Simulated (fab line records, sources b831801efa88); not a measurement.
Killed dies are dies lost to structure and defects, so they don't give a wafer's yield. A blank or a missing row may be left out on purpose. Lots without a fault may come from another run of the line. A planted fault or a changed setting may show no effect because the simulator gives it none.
fab line records | flow gf180mcu
record lots=12 wafers=36 last_day=34
route steps=602 shown HV_LDD@197 NSD@242
lots that met no fault: from a run of the same line without faults
start_h: hours from the record's first day to the start of the lot's first wafer shown | wait_h: hours since the lot's step before | " the same as in the row above | L1.1+2: a row that stands for several wafers | - no value, or no start given | * or withheld: withheld | < > ~ a bound
route shown NAME@n: a module of which the file shows steps, and the number in the route of the first | usual: mean/standard deviation of fault-free wafers | same: alike in all rows | chamber/n: place in a boat | sites: the reading at each site | _std_site: their standard deviation | _edge_site: outer sites' mean less inner sites' | radius_mm: how far each site lies from the wafer's centre | mask NAME#n: copy n | behind: the tool/chamber that last shaped the wafer | hold: why the lot was held/for how many hours/how that ended | device: the transistor (n, p or np) that didn't switch | end of line: the same wafers' tests at the end of the route | a step without rows: its recipe alone | killed: dies lost to structure and defects at the first sort, not the wafer's yield | map: a wafer's dies, x killed, . not, _ none there
set.NAME: the setting as run; set.NAME@STEP: as run at that earlier step | model.NAME: the simulator's own value behind a step, which no gauge read
steps of the route over a sample of lots; a table a step, a row a wafer
services: from which hour (start_h, from the record's first day; less than 0 if before it) a tool's chamber was out of use, for how many hours, and why
## steps
# step GF_HV_LDD_IMPLANT_21
# recipe species=BF2 energy_kev=25 dose_cm2=5e+13 tilt_deg=7
# usual beam_energy_keV=24.999/0.0086 beam_on_s=10.02/0.2 dose_ions_cm2=5e+13/5.7e+10 end_station_pressure_torr=5.23e-06/2.6e-07 faraday_current_uA=281/5.8
# columns lot.wafer tool chamber start_h wait_h beam_energy_keV beam_on_s dose_ions_cm2 end_station_pressure_torr faraday_current_uA
L566.1 implanter-04 0 234.60 0.0 24.996 9.82 5.004e+13 5.5e-06 286
L566.2 " 0 " " 25.001 10.25 4.988e+13 5.01e-06 275
L566.5 " 0 " " 24.997 10.12 5.004e+13 5.75e-06 277
L567.1 implanter-04 0 243.28 0.0 24.999 10.02 4.996e+13 5.02e-06 281
L567.4 " 0 " " 24.996 9.98 5e+13 5.91e-06 283
L567.6 " 0 " " 24.990 10.13 4.999e+13 4.98e-06 278
L571.1 implanter-04 0 271.77 0.0 24.996 9.89 5.001e+13 5.37e-06 285
L571.3 " 0 " " 25.010 9.71 5e+13 5.29e-06 289
L571.6 " 0 " " 25.013 10.05 5.004e+13 5.67e-06 282
L572.1 implanter-04 0 285.07 0.3 25.007 10.11 4.999e+13 4.89e-06 278
L572.2 " 0 " " 25.015 9.81 5.004e+13 5.09e-06 286
L572.3 " 0 " " 25.014 9.78 4.994e+13 5.7e-06 289
L573.2 implanter-01 0 297.82 0.0 25.003 9.80 4.992e+13 5.27e-06 288
L573.3 " 0 " " 25.000 10.10 4.995e+13 5.28e-06 279
L573.4 " 0 " " 24.997 9.74 4.998e+13 5.04e-06 290
L574.2 implanter-04 0 300.36 0.0 25.000 11.10 5.006e+13 5.024e-05 258
L574.5 " 0 " " 24.979 11.35 5.006e+13 5.129e-05 250
L574.6 " 0 " " 24.994 11.54 4.997e+13 5.352e-05 245
L577.2 implanter-04 0 317.65 0.0 24.980 10.68 5.01e+13 4.947e-05 267
L577.5 " 0 " " 24.993 11.33 4.997e+13 5.026e-05 251
L577.6 " 0 " " 24.987 11.55 5.006e+13 5.14e-05 245
L581.4 implanter-03 0 351.57 0.1 25.000 9.75 5.01e+13 5.39e-06 290
L581.5 " 0 " " 24.992 9.96 5.01e+13 4.89e-06 283
L581.6 " 0 " " 25.002 10.02 5.009e+13 5.36e-06 282
L582.2 implanter-01 0 355.45 0.0 25.006 9.88 5.002e+13 5.49e-06 286
L582.3 " 0 " " 25.014 10.15 5.007e+13 5.3e-06 278
L582.4 " 0 " " 25.011 9.90 5.006e+13 5.1e-06 284
L585.1 implanter-04 0 382.13 0.0 24.981 10.37 5.003e+13 5.71e-06 272
L585.5 " 0 " " 25.000 10.18 5.006e+13 5.52e-06 276
L585.6 " 0 " " 24.984 9.83 5.006e+13 5.45e-06 285
L587.1 implanter-04 0 397.50 0.0 24.999 9.65 5.006e+13 5.48e-06 293
L587.2 " 0 " " 24.988 9.95 5.005e+13 5.24e-06 285
L587.6 " 0 " " 24.996 10.08 4.998e+13 5.22e-06 279
L588.3 implanter-03 0 405.73 0.1 25.000 10.02 5.006e+13 5.13e-06 281
L588.4 " 0 " " 25.001 9.73 4.995e+13 5.11e-06 289
L588.5 " 0 " " 25.006 9.93 4.998e+13 4.98e-06 283
# step GF_HV_LDD_TW_MEAS_23
# usual HV_LDD_2_TW=1052/7.6
# columns lot.wafer tool chamber start_h wait_h HV_LDD_2_TW
L566.1 film_metro-01 - 234.85 0.1 1043
L566.2 " - " " 1049
L566.5 " - " " 1049
L567.1 film_metro-01 - 243.53 0.1 1044
L567.4 " - " " 1042
L567.6 " - " " 1042
L571.1 film_metro-01 - 272.02 0.1 1052
L571.3 " - " " 1056
L571.6 " - " " 1056
L572.1 film_metro-01 - 285.32 0.1 1049
L572.2 " - " " 1051
L572.3 " - " " 1055
L573.2 film_metro-01 - 298.06 0.1 1047
L573.3 " - " " 1047
L573.4 " - " " 1049
L574.2 film_metro-03 - 300.59 0.1 1104
L574.5 " - " " 1098
L574.6 " - " " 1093
L577.2 film_metro-01 - 317.88 0.1 1085
L577.5 " - " " 1084
L577.6 " - " " 1075
L581.4 film_metro-01 - 351.78 0.1 1046
L581.5 " - " " 1048
L581.6 " - " " 1045
L582.2 film_metro-03 - 355.68 0.1 1066
L582.3 " - " " 1065
L582.4 " - " " 1061
L585.1 film_metro-03 - 382.38 0.1 1063
L585.5 " - " " 1051
L585.6 " - " " 1056
L587.1 film_metro-01 - 397.75 0.1 1050
L587.2 " - " " 1063
L587.6 " - " " 1051
L588.3 film_metro-01 - 405.95 0.1 1062
L588.4 " - " " 1056
L588.5 " - " " 1062
# step GF_HV_LDD_TW_MEAS_38
# usual HV_LDD_3_TW=1440/10
# columns lot.wafer tool chamber start_h wait_h HV_LDD_3_TW
L566.1 film_metro-03 - 254.33 0.1 1448
L566.2 " - " " 1451
L566.5 " - " " 1449
L567.1 film_metro-01 - 263.02 0.1 1422
L567.4 " - " " 1423
L567.6 " - " " 1423
L571.1 film_metro-03 - 292.80 0.1 1447
L571.3 " - " " 1447
L571.6 " - " " 1450
L572.1 film_metro-03 - 306.15 0.1 1453
L572.2 " - " " 1442
L572.3 " - " " 1451
L573.2 film_metro-01 - 320.01 0.1 1426
L573.3 " - " " 1428
L573.4 " - " " 1425
L574.2 film_metro-01 - 322.34 0.1 1433
L574.5 " - " " 1431
L574.6 " - " " 1428
L577.2 film_metro-03 - 339.94 0.1 1453
L577.5 " - " " 1454
L577.6 " - " " 1455
L581.4 film_metro-01 - 373.78 0.1 1440
L581.5 " - " " 1443
L581.6 " - " " 1439
L582.2 film_metro-03 - 378.21 0.1 1442
L582.3 " - " " 1440
L582.4 " - " " 1446
L585.1 film_metro-01 - 405.48 0.1 1440
L585.5 " - " " 1443
L585.6 " - " " 1441
L587.1 film_metro-01 - 420.57 0.1 1436
L587.2 " - " " 1437
L587.6 " - " " 1434
L588.3 film_metro-01 - 430.60 0.1 1437
L588.4 " - " " 1440
L588.5 " - " " 1441
# step GF_NSD_CD_MEAS_07
# recipe target_cd_nm=400
# usual cd_nm=399.9/1.7
# columns lot.wafer tool chamber start_h wait_h cd_nm
L566.1 cd_sem-01 - 300.42 0.1 401.1
L566.2 " - " " 399.7
L566.5 " - " " 399.8
L567.1 cd_sem-02 - 306.54 0.1 399.9
L567.4 " - " " 401.0
L567.6 " - " " 401.0
L571.1 cd_sem-02 - 337.47 0.1 400.5
L571.3 " - " " 400.5
L571.6 " - " " 402.9
L572.1 cd_sem-01 - 352.87 0.1 394.3
L572.2 " - " " 396.3
L572.3 " - " " 396.9
L573.2 cd_sem-02 - 365.25 0.1 402.2
L573.3 " - " " 402.7
L573.4 " - " " 400.6
L574.2 cd_sem-02 - 369.04 0.1 401.7
L574.5 " - " " 401.7
L574.6 " - " " 400.5
L577.2 cd_sem-01 - 386.34 0.1 400.0
L577.5 " - " " 400.0
L577.6 " - " " 399.8
L581.4 cd_sem-01 - 424.63 0.1 400.1
L581.5 " - " " 400.5
L581.6 " - " " 400.9
L582.2 cd_sem-01 - 428.16 0.1 398.2
L582.3 " - " " 399.2
L582.4 " - " " 401.1
L585.1 cd_sem-01 - 456.12 0.1 400.5
L585.5 " - " " 400.1
L585.6 " - " " 400.8
L587.1 cd_sem-01 - 471.82 0.1 399.5
L587.2 " - " " 399.5
L587.6 " - " " 399.1
L588.3 cd_sem-02 - 482.98 0.1 400.0
L588.4 " - " " 401.1
L588.5 " - " " 402.4
# step GF_NSD_STRIP_11
# recipe chemistry=O2/N2 power_w=1400 pressure_mtorr=1500 platen_temp_c=250 o2_flow_sccm=3000 n2_flow_sccm=300 overash_fraction=0.5
# usual drypump_motor_current_A=5.6/0.5 heater_power_w=333/28 o2_flow_sccm=3000/8.6 oes_product_au=0.487/0.005 strip_time_to_endpoint_s=22.96/0.037
# columns lot.wafer tool chamber start_h wait_h drypump_motor_current_A heater_power_w o2_flow_sccm oes_product_au rf_hours_counter_h strip_time_to_endpoint_s
L566.1 plasma_asher-04 0 300.88 0.1 4.9 346 2996 0.478 68 22.94
L566.2 " 1 " " 6.6 305 3005 0.487 68 22.96
L566.5 " 0 " " 4.9 342 3000 0.488 - 22.96
L567.1 plasma_asher-03 0 307.00 0.1 5.6 374 2984 0.483 58 23.02
L567.4 " 1 " " 5.6 284 3017 0.479 - 22.99
L567.6 " 0 " " 5.6 357 2982 0.488 - 23.02
L571.1 plasma_asher-04 0 337.93 0.1 5.0 350 3009 0.489 71 22.95
L571.3 " 0 " " 4.9 361 3013 0.489 - 22.94
L571.6 " 0 " " 4.9 353 3012 0.487 - 22.96
L572.1 plasma_asher-03 1 353.33 0.1 5.5 279 2996 0.487 63 22.93
L572.2 " 0 " " 5.6 375 2989 0.489 63 22.95
L572.3 " 0 " " 5.6 364 2994 0.481 - 22.92
L573.2 plasma_asher-04 1 365.69 0.1 6.6 311 3012 0.487 74 22.94
L573.3 " 1 " " 6.5 315 3001 0.487 - 22.96
L573.4 " 0 " " 5.0 362 3002 0.479 - 22.94
L574.2 plasma_asher-02 0 369.48 0.1 5.4 330 2999 0.485 27 22.94
L574.5 " 0 " " 5.4 328 3007 0.489 - 22.95
L574.6 " 1 " " 5.3 344 3000 0.485 - 22.96
L577.2 plasma_asher-04 1 386.78 0.1 6.7 313 2998 0.495 76 23.00
L577.5 " 0 " " 4.9 355 2998 0.491 - 22.95
L577.6 " 1 " " 6.7 309 2995 0.483 - 22.97
L581.4 plasma_asher-02 1 425.06 0.1 5.3 340 3003 0.486 - 23.00
L581.5 " 1 " " 5.3 347 3002 0.483 - 23.02
L581.6 " 0 " " 5.4 329 3002 0.483 - 23.01
L582.2 plasma_asher-04 1 428.60 0.1 6.6 311 2990 0.484 80 22.94
L582.3 " 1 " " 6.6 316 2997 0.498 - 22.96
L582.4 " 0 " " 4.9 349 3002 0.486 - 22.89
L585.1 plasma_asher-03 1 456.58 0.1 5.5 299 3003 0.492 75 22.95
L585.5 " 1 " " 5.6 291 3000 0.491 - 22.95
L585.6 " 0 " " 5.5 364 2997 0.489 - 22.93
L587.1 plasma_asher-03 1 472.27 0.1 5.5 289 2997 0.491 77 23.01
L587.2 " 0 " " 5.5 374 2998 0.493 77 23.01
L587.6 " 0 " " 5.6 362 2983 0.483 - 22.96
L588.3 plasma_asher-03 0 483.43 0.1 5.6 366 3012 0.491 - 22.92
L588.4 " 1 " " 5.5 286 3005 0.478 - 22.98
L588.5 " 0 " " 5.5 361 3014 0.490 - 22.92
## services
# columns tool chamber start_h hours kind
implanter-01 - 240.32 3.6 repair
plasma_asher-04 - 243.77 3.0 repair
plasma_asher-04 - 257.94 9.0 repair
implanter-03 - 269.16 44.1 repair
plasma_asher-02 - 271.92 0.8 repair
implanter-01 - 281.76 5.6 pm
implanter-04 - 294.72 3.9 repair
implanter-03 - 295.48 9.5 repair
plasma_asher-04 - 307.99 5.2 repair
implanter-04 - 313.41 3.2 repair
implanter-04 - 322.18 0.6 repair
implanter-03 - 328.87 1.4 repair
plasma_asher-03 - 339.72 0.9 repair
implanter-04 - 342.05 1.7 repair
implanter-03 - 364.85 3.9 pm
implanter-03 - 372.34 3.9 repair
implanter-03 - 382.29 2.3 repair
plasma_asher-04 - 421.35 2.8 pm
implanter-04 - 447.27 1.1 repair
plasma_asher-02 - 450.50 1.2 repair
implanter-01 - 459.21 14.9 pm
implanter-04 - 463.89 4.4 pm
plasma_asher-04 - 466.55 0.9 repair
## key
first_sign step=GF_HV_LDD_IMPLANT_21 reading=end_station_pressure_torr direction=up sigmas=99+ usual=5.23e-06 struck=5.103e-05
effect step=GF_HV_LDD_IMPLANT_21 reading=beam_on_s direction=up sigmas=6.1 usual=10.02 struck=11.26
effect step=GF_HV_LDD_TW_MEAS_23 reading=HV_LDD_2_TW direction=up sigmas=5 usual=1052 struck=1090
met_at GF_HV_LDD_IMPLANT_21
struck_lots L574,L577
tester_left_out L574,L577
not_acting_at GF_HV_LDD_TW_MEAS_38,GF_NSD_CD_MEAS_07,GF_NSD_STRIP_11
onset_between 285.07 300.36
fault kind=process_parameter_drift tool=implanter-04 chamber=- onset_h=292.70 steps=GF_HV_LDD_IMPLANT_21 channel=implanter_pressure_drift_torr offset=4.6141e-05 shape=step end_h=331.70
fault kind=process_parameter_drift tool=implanter-04 chamber=- onset_h=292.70 steps=GF_HV_LDD_IMPLANT_21 channel=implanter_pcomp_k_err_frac offset=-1 shape=step end_h=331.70
# tester_left_out: of these lots the tester's yield and bins aren't shown, on N5 and GAA mostly nor the transistor test; their killed dies are dies lost to structure and defects alone, not to doping, threshold or leakage, so they don't give the yield
